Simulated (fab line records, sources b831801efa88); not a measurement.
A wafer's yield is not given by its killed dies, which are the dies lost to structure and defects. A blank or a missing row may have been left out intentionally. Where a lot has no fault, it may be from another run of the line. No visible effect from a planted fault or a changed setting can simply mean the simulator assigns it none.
Which tool is to blame?	flow sky130	39 wafers from 13 lots sampled at 2 of the route's 708 steps

== WHAT THE GAUGES READ, wafer by wafer ==
SKY_VIA3_CD_MEAS_12 targets a cd of 200 nm. Usual: cd nm reads 200.7 nm (standard deviation 1.5).
lot	measured	on	cd nm (nm)	flag
L207	day 41 10:49	cd sem-01	201.4 199.6 199.9	
L212	day 41 11:27	cd sem-01	200.7 200.0 201.1	
L210	day 41 11:34	cd sem-01	201.0 200.7 201.5	
L213	day 41 11:48	cd sem-01	198.4 200.8 200.9	
L214	day 41 12:15	cd sem-01	200.9 201.1 199.1	
L216	day 42 07:22	cd sem-01	200.6 200.6 199.9	
L215	day 42 09:08	cd sem-02	202.9 201.0 201.3	
L218	day 43 10:07	cd sem-02	201.8 203.5 202.7	
L217	day 43 11:14	cd sem-01	201.1 202.0 201.2	
L220	day 43 11:28	cd sem-01	200.3 200.4 198.8	
L219	day 43 15:16	cd sem-01	199.7 200.4 200.2	
L221	day 44 09:58	cd sem-01	201.4 201.4 202.0	
L230	day 45 17:00	cd sem-02	197.9 198.5 199.3	

SKY_VIA3_OVL_MEAS_13. Usual: VIA3_OVL typically reads -1 nm, with standard deviation 5.7.
lot	measured	on	VIA3_OVL (nm)	flag
L207	day 41 10:56	overlay-02	0 2 4	
L212	day 41 11:34	overlay-02	-7 -4 1	
L210	day 41 11:41	overlay-02	-8 -5 -12	
L213	day 41 11:55	overlay-01	-2 -6 -8	
L214	day 41 12:22	overlay-02	-10 1 0	
L216	day 42 07:29	overlay-02	4 -2 5	
L215	day 42 09:15	overlay-01	-10 -4 -5	
L218	day 43 10:14	overlay-02	0 5 7	
L217	day 43 11:21	overlay-02	-10 -11 -6	
L220	day 43 11:34	overlay-02	-2 -1 3	
L219	day 43 15:23	overlay-01	1 -3 4	
L221	day 44 10:05	overlay-01	5 -9 -8	
L230	day 45 17:06	overlay-02	2 -2 0	

== WHAT TOOL EACH LOT RAN ON (gives the tool, then ch and the chambers of the sampled wafers, and finally the start) ==
No process step before these readings appears in the record.

== WHAT THE TOOLS THEMSELVES READ (means of the sampled wafers that have a number; where no wafer has one, the mark that the record gives instead) ==
The record holds no such reading with a usual standard deviation.

== THE ANSWER, worked out from the rows above alone ==
Rule: a lot is off if the mean of its wafers that have a number lies more than 3 standard deviations from the usual mean. Also off: a lot with no number at a reading for which 4 or more lots have one. Where the step has rows for the other lots, those lots are counted as sound. First the gauges in route order, then the tools' own readings, where a lot's mean is used as printed above. At the first step where some lot is off, the reading lying furthest off is the one used; lots without a number count as furthest.
None of the lots is off at any reading shown; this tells nothing.

== WHAT THE SIMULATOR PUT IN ==
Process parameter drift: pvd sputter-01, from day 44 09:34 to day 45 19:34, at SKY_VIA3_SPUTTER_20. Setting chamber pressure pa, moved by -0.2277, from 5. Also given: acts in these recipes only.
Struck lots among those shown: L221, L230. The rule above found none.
